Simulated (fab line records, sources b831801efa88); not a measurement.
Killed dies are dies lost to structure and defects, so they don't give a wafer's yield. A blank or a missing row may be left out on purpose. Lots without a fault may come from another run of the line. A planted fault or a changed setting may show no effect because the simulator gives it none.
Tool commonality check | flow gf180mcu | 11 lots, 33 wafers sampled

WHY IT WAS OPENED
At GF_MVPSD_TW_MEAS_11 the reading MVPSD_TW is flagged on 3 of 11 lots. Wafers without a fault read 554, standard deviation 5.2.
Rule: a lot is flagged when every wafer of it that has a number lies more than 4 standard deviations from that mean, or none has a number. The other lots count as sound.

lot  | measured     | on            | MVPSD_TW, wafer by wafer | flag
L475 | day 4 14:56  | film_metro-04 | 559 557 560              |
L478 | day 5 09:17  | film_metro-04 | 554 552 553              |
L480 | day 7 11:29  | film_metro-02 | 548 547 552              |
L484 | day 7 16:43  | film_metro-04 | 555 558 558              |
L483 | day 7 16:47  | film_metro-02 | 552 549 550              |
L487 | day 8 02:17  | film_metro-04 | 560 557 560              |
L489 | day 8 19:10  | film_metro-02 | 547 549 547              |
L490 | day 8 23:50  | film_metro-02 | 545 547 548              |
L493 | day 9 19:50  | film_metro-03 | 609 610 607              | FLAGGED
L494 | day 10 00:29 | film_metro-04 | 601 605 605              | FLAGGED
L496 | day 10 21:53 | film_metro-02 | 593 593 590              | FLAGGED
The numbers of the flagged lots are 601 on average: +47 against the usual, or +9 standard deviations.

WHICH TOOL RAN EACH LOT
The record holds 3 process steps before the reading, out of a route of 602 steps. In each cell: the tool, then ch and the chambers that the sampled wafers went through, then the start.
lot  | flag    | GF_STI_CMP_25                | GF_NWELL_STRIP_10                   | GF_MVPSD_IMPLANT_08
L475 |         | cmp-01 ch 0,2,3, day 2 08:53 | plasma_asher-03 ch 0,1, day 3 12:08 | implanter-03 ch 0, day 4 14:32
L478 |         | cmp-02 ch 2,3, day 3 01:05   | plasma_asher-02 ch 0, day 4 00:50   | implanter-04 ch 0, day 5 08:54
L480 |         | cmp-01 ch 1,2,3, day 4 04:35 | plasma_asher-03 ch 0,1, day 5 13:17 | implanter-02 ch 0, day 7 11:06
L484 |         | cmp-02 ch 0,1,3, day 4 08:37 | plasma_asher-02 ch 0,1, day 5 17:22 | implanter-02 ch 0, day 7 16:18
L483 |         | cmp-01 ch 0,1,3, day 4 08:29 | plasma_asher-03 ch 0,1, day 5 17:44 | implanter-04 ch 0, day 7 16:23
L487 |         | cmp-02 ch 1,3, day 4 20:59   | plasma_asher-03 ch 0,1, day 6 03:49 | implanter-03 ch 0, day 8 01:53
L489 |         | cmp-02 ch 0,2,3, day 5 10:04 | plasma_asher-02 ch 0,1, day 6 18:34 | implanter-04 ch 0, day 8 18:45
L490 |         | cmp-01 ch 0,1,2, day 5 13:55 | plasma_asher-02 ch 0,1, day 6 23:14 | implanter-04 ch 0, day 8 23:26
L493 | FLAGGED | cmp-01 ch 1,2, day 6 06:04   | plasma_asher-01 ch 0,1, day 7 16:10 | implanter-04 ch 0, day 9 19:27
L494 | FLAGGED | cmp-02 ch 0,2,3, day 6 09:59 | plasma_asher-02 ch 0,1, day 7 19:32 | implanter-04 ch 0, day 10 00:05
L496 | FLAGGED | cmp-02 ch 0,1,3, day 7 01:17 | plasma_asher-02 ch 0,1, day 8 15:31 | implanter-04 ch 0, day 10 21:30
What these steps do:
- GF_STI_CMP_25: polishes, stops on Si3N4, t overpolish 33 s, target thk 524.6 nm.
- GF_NWELL_STRIP_10: strips in O2/N2.
- GF_MVPSD_IMPLANT_08
- GF_MVPSD_TW_MEAS_11

FLAGGED OVER TOTAL, TOOL BY TOOL (the gauges that took the reading come last)
step                | tool            | lots run | flagged | share of the flagged lots | sound lots run after its first flagged lot
GF_STI_CMP_25       | cmp-01          | 5        | 1       | some                      | 0
GF_STI_CMP_25       | cmp-02          | 6        | 2       | some                      | 0
GF_NWELL_STRIP_10   | plasma_asher-01 | 1        | 1       | some                      | 0
GF_NWELL_STRIP_10   | plasma_asher-02 | 6        | 2       | some                      | 0
GF_NWELL_STRIP_10   | plasma_asher-03 | 4        | 0       | none                      | -
GF_MVPSD_IMPLANT_08 | implanter-02    | 2        | 0       | none                      | -
GF_MVPSD_IMPLANT_08 | implanter-03    | 2        | 0       | none                      | -
GF_MVPSD_IMPLANT_08 | implanter-04    | 7        | 3       | all                       | 0
GF_MVPSD_TW_MEAS_11 | film_metro-02   | 5        | 1       | some                      | 0
GF_MVPSD_TW_MEAS_11 | film_metro-03   | 1        | 1       | some                      | 0
GF_MVPSD_TW_MEAS_11 | film_metro-04   | 5        | 1       | some                      | 0

WHAT THE TABLE ALLOWS
1 row of the table ran every flagged lot: implanter-04 at GF_MVPSD_IMPLANT_08.
- implanter-04 at GF_MVPSD_IMPLANT_08: 3 of its 7 lots flagged. Its last sound lot is L490 (day 8 23:26), its first flagged lot L493 (day 9 19:27): a fault that began between those two fits. Its own readings lie more than 4 standard deviations out on every wafer of the flagged lots: tilt_deg.
One tool is left: implanter-04 at GF_MVPSD_IMPLANT_08.

WHAT THE SIMULATOR HAD PUT IN
Process parameter drift: implanter-04, from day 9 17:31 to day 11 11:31, at GF_MVPSD_IMPLANT_08. Setting tilt_deg, moved by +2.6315, from 0. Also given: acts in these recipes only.
Lots struck among those shown: L493, L494, L496. The rule above found the same.
